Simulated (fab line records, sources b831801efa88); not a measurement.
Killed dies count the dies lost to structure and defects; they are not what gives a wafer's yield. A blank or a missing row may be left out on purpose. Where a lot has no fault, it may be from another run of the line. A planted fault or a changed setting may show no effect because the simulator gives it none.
Which of the tools did it?    flow sky130    14 lots, 42 wafers sampled, at 2 steps of a route of 708

## WHAT EACH GAUGE READ, for each wafer
The record lacks any reading of a measuring or inspecting step that a usual standard deviation could be used to judge.

## WHAT TOOL EACH LOT RAN ON (gives the tool, then ch and the chambers of the sampled wafers, and finally the start)
lot   SKY_FIELD_ISO_ETCH_17            SKY_PAD_OPEN_PROBE_99
L208  rie-si-01 ch 0,2, day 2 05:04    -
L209  rie-si-02 ch 0,2, day 2 10:46    -
L210  rie-si-02 ch 2,3, day 2 17:40    prober-01, day 46 09:44
L212  rie-si-01 ch 0,1,2, day 3 01:46  -
L217  rie-si-01 ch 2,3, day 4 04:25    prober-02, day 48 00:52
L219  rie-si-01 ch 1,2, day 4 15:47    prober-02, day 48 16:13
L222  rie-si-02 ch 0,2,3, day 5 05:14  -
L223  rie-si-02 ch 0,2,3, day 5 11:19  -
L226  rie-si-02 ch 0,1, day 6 02:20    -
L227  rie-si-02 ch 0,1,3, day 6 09:40  -
L228  rie-si-02 ch 0,1, day 6 12:49    -
L229  rie-si-02 ch 0,1,2, day 6 17:37  -
L230  rie-si-01 ch 0,2,3, day 6 23:55  -
L231  rie-si-01 ch 0,1,3, day 7 05:50  -
- SKY_FIELD_ISO_ETCH_17: etches Si in HBr/Cl2/O2, target depth 342 nm, time 97.7 s.
- SKY_PAD_OPEN_PROBE_99

## WHAT THE TOOLS THEMSELVES READ (means of the sampled wafers that have a number; where no wafer has one, the mark that the record gives instead)
SKY_FIELD_ISO_ETCH_17. Usual: bias-w 149.9 W, standard deviation 0.4; drypump-motor-current-A 5.7 A, standard deviation 0.54; oes-product-au 0.999 a.u., standard deviation 0.012; rf-fwd-power-W 595.9 W, standard deviation 2; throttle-valve-pct 25.657 %, standard deviation 0.011.
lot   tool       bias-w (W)  drypump-motor-current-A (A)  oes-product-au (a.u.)  rf-fwd-power-W (W)  throttle-valve-pct (%)  flag
L208  rie-si-01  150.1       5.8                          0.981                  594.7               25.664                  
L209  rie-si-02  149.8       6.2                          1.007                  597.7               25.653                  
L210  rie-si-02  150.0       6.0                          1.010                  596.3               25.646                  
L212  rie-si-01  149.9       5.3                          0.997                  597.4               25.666                  
L217  rie-si-01  156.0       6.1                          0.991                  596.5               25.655                  OFF
L219  rie-si-01  156.2       5.5                          0.990                  596.1               25.666                  OFF
L222  rie-si-02  150.0       5.8                          1.014                  595.4               25.659                  
L223  rie-si-02  149.9       5.8                          1.008                  595.4               25.655                  
L226  rie-si-02  149.9       5.9                          1.003                  594.4               25.652                  
L227  rie-si-02  149.9       5.7                          1.006                  597.2               25.641                  
L228  rie-si-02  149.9       5.9                          0.998                  594.2               25.662                  
L229  rie-si-02  149.8       6.1                          1.001                  596.2               25.644                  
L230  rie-si-01  149.7       5.9                          0.994                  596.1               25.649                  
L231  rie-si-01  150.0       5.4                          0.997                  596.4               25.650                  

SKY_PAD_OPEN_PROBE_99. Usual: killed_at_M0_to_M3 44, standard deviation 7.2; killed_at_M4_up 3.4, standard deviation 2.1; killed-at-contacts 24, standard deviation 5.5; killed-at-front-end 15, standard deviation 4.6; killed-at-other 0.4, standard deviation 0.64; killed-dies 86, standard deviation 9.1; killed-open 47, standard deviation 7.5; killed-short 39, standard deviation 5.8.
lot   tool       killed_at_M0_to_M3  killed_at_M4_up  killed-at-contacts  killed-at-front-end  killed-at-other  killed-dies  killed-open  killed-short  flag
L210  prober-01  42                  4.7              25                  13                   0.0              85           46           39            
L217  prober-02  49                  5.0              31                  15                   1.0              101          59           42            
L219  prober-02  44                  2.3              21                  12                   0.3              80           42           38            

## THE ANSWER, worked out from the rows above alone
Rule: a lot is off if the mean of its wafers that have a number lies more than 3 standard deviations from the usual mean. A lot without any number at a reading at which 4 lots or more have one is off too. All remaining lots with rows at the step are treated as sound. After the gauges, taken in route order, come the tools' own readings; for these a lot's mean is taken, as printed above. At the first step where some lot is off, the reading lying furthest off is the one used; lots without a number count as furthest.
Off: L217, L219, at SKY_FIELD_ISO_ETCH_17 (bias-w).
A tool fits if, at that step or a process step before it, it ran every lot that is off, and no sound lot after the first of them. Of those tried, none fits.

## WHAT HAD BEEN PUT IN BY THE SIMULATOR
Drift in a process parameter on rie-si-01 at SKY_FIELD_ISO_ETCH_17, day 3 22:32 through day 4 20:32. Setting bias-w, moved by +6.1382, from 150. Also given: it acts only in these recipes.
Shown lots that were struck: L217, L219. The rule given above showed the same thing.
